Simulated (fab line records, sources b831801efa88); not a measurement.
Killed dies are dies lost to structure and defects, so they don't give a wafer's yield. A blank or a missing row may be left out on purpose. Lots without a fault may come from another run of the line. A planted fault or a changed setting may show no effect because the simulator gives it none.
Chamber matching | flow sky130 | SKY_CAPM_CVD_00 on pecvd-02: 3 sister chambers
The step deposits SiO2, target thk 15.5 nm. 18 wafers are shown with their chamber, then 9 later ones without.

WAFERS WITH THEIR CHAMBER
wafer  | chamber | heater_power_w (W)
L074.2 | 2       | 639
L074.3 | 0       | 683
L074.5 | 2       | 642
L078.2 | 1       | 664
L078.3 | 2       | 699
L078.4 | 1       | 657
L080.1 | 2       | 695
L080.2 | 0       | 773
L080.3 | 1       | 598
L083.1 | 1       | 566
L083.4 | 0       | 764
L083.6 | 1       | 570
L086.1 | 0       | 792
L086.2 | 1       | 579
L086.6 | 0       | 757
L090.1 | 1       | 650
L090.2 | 2       | 770
L090.6 | 0       | 663

SIGNATURES (means of the wafers above)
reading        | chamber 0 | chamber 1 | chamber 2 | scatter within a chamber
heater_power_w | 738.67    | 612.00    | 689.00    | 49.4
Rule: a wafer's distance from a chamber is the root of the sum, over the readings, of the square of ((its reading less the chamber's mean) divided by the reading's scatter). The wafer belongs to the nearest chamber; if the next one is less than 2 further off, it can't be placed. The scatter: the root of (the sum of the squares of (reading less its chamber's mean) over the shown wafers, divided by (wafers less chambers)).

WAFERS WITHOUT THEIR CHAMBER
wafer  | heater_power_w (W)
L092.1 | 682
L092.5 | 707
L092.6 | 624
L093.1 | 746
L093.4 | 724
L093.6 | 721
L096.1 | 748
L096.2 | 723
L096.5 | 736

WHICH CHAMBER EACH WENT THROUGH
wafer  | from the rows above          | in truth
L092.1 | can't be placed: 2 or 0 or 1 | 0
L092.5 | can't be placed: 2 or 0 or 1 | 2
L092.6 | can't be placed: 1 or 2      | 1
L093.1 | can't be placed: 0 or 2      | 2
L093.4 | can't be placed: 0 or 2 or 1 | 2
L093.6 | can't be placed: 0 or 2 or 1 | 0
L096.1 | can't be placed: 0 or 2      | 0
L096.2 | can't be placed: 0 or 2 or 1 | 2
L096.5 | can't be placed: 0 or 2      | 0
Placed correctly: 0 of 9. Can't be placed from these rows: 9 (the true chamber is among the candidates in 9). Placed wrongly: 0.
